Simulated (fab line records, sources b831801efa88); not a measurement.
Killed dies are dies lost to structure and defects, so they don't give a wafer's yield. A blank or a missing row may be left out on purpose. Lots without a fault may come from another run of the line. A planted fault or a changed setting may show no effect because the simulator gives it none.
Chamber matching | flow gf180mcu | GF_CONTACT_CMP_27 on cmp-01: 4 sister chambers
The step polishes, stops on SiO2, t overpolish 15 s, target thk 0 nm. 7 wafers are shown with their chamber, then 7 later ones without.

WAFERS WITH THEIR CHAMBER
wafer  | chamber | time_to_endpoint_s (s) | motor_current_A (A)
L146.6 | 2       | 69                     | 9.5
L149.6 | 0       | 74                     | 10.9
L150.1 | 3       | 75                     | 10.4
L150.2 | 0       | 75                     | 10.9
L150.5 | 3       | 75                     | 10.4
L153.1 | 1       | 69                     | 10.9
L153.4 | 2       | 70                     | 9.9

WAFERS WITHOUT THEIR CHAMBER
wafer  | time_to_endpoint_s (s) | motor_current_A (A)
L153.6 | 68                     | 10.5
L162.2 | 71                     | 11.0
L162.4 | 76                     | 10.9
L162.5 | 68                     | 11.2
L163.1 | 69                     | 10.3
L163.3 | 72                     | 10.9
L163.5 | 75                     | 10.7

WHICH CHAMBER EACH WENT THROUGH
wafer  | from the rows above          | in truth
L153.6 | 1                            | 1
L162.2 | 1                            | 1
L162.4 | can't be placed: 0 or 3      | 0
L162.5 | 1                            | 1
L163.1 | can't be placed: 1 or 2      | 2
L163.3 | can't be placed: 0 or 1 or 3 | 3
L163.5 | can't be placed: 0 or 3      | 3
Placed correctly: 3 of 7. Can't be placed from these rows: 4 (the true chamber is among the candidates in 4). Placed wrongly: 0.
How it was worked out, from the rows above alone: a wafer's distance from a chamber is the root of the sum, over the readings, of the square of ((its reading less the chamber's mean) divided by the reading's scatter). The wafer belongs to the nearest chamber; if the next one is less than 2 further off, it can't be placed. A chamber's mean is the mean of its shown wafers. The scatter: the root of (the sum of the squares of (reading less its chamber's mean) over the shown wafers, divided by (wafers less chambers)).
